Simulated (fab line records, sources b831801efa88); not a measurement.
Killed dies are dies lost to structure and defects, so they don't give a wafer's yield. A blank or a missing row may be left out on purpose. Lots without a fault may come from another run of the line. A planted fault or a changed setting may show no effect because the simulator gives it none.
Chamber matching | flow sky130 | SKY_CONTACT_CMP_27 on cmp-01: 4 sister chambers
The step polishes, stops on SiO2, t overpolish 15 s, target thk 0 nm. 8 wafers are shown with their chamber, then 12 later ones without.

WAFERS WITH THEIR CHAMBER
wafer  | chamber | motor_current_A (A) | time_to_endpoint_s (s)
L078.3 | 3       | 10.2                | 75
L080.1 | 2       | 11.2                | 84
L083.1 | 2       | 11.6                | 80
L083.2 | 0       | 10.2                | 76
L083.4 | 1       | 11.5                | 71
L086.2 | 0       | 10.2                | 81
L086.3 | 1       | 12.1                | 82
L086.4 | 3       | 10.2                | 79

WAFERS WITHOUT THEIR CHAMBER
wafer  | motor_current_A (A) | time_to_endpoint_s (s)
L092.1 | 12.2                | 84
L092.3 | 10.2                | 76
L092.6 | 11.4                | 81
L090.2 | 10.3                | 79
L090.3 | 10.6                | 82
L090.5 | 10.0                | 77
L093.3 | 10.1                | 78
L093.5 | 11.0                | 79
L093.6 | 12.3                | 86
L095.1 | 9.8                 | 74
L095.5 | 9.9                 | 77
L095.6 | 12.1                | 86

WHICH CHAMBER EACH WENT THROUGH
wafer  | from the rows above               | in truth
L092.1 | can't be placed: 1 or 2           | 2
L092.3 | can't be placed: 3 or 0           | 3
L092.6 | can't be placed: 2 or 1           | 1
L090.2 | can't be placed: 0 or 3           | 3
L090.3 | can't be placed: 0 or 3 or 2      | 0
L090.5 | can't be placed: 3 or 0           | 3
L093.3 | can't be placed: 0 or 3           | 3
L093.5 | can't be placed: 2 or 0 or 3 or 1 | 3
L093.6 | can't be placed: 1 or 2           | 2
L095.1 | can't be placed: 3 or 0           | 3
L095.5 | can't be placed: 3 or 0           | 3
L095.6 | can't be placed: 1 or 2           | 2
Placed correctly: 0 of 12. Can't be placed from these rows: 12 (the true chamber is among the candidates in 12). Placed wrongly: 0.
How it was worked out, from the rows above alone: a wafer's distance from a chamber is the root of the sum, over the readings, of the square of ((its reading less the chamber's mean) divided by the reading's scatter). The wafer belongs to the nearest chamber; if the next one is less than 2 further off, it can't be placed. A chamber's mean is the mean of its shown wafers. The scatter: the root of (the sum of the squares of (reading less its chamber's mean) over the shown wafers, divided by (wafers less chambers)).
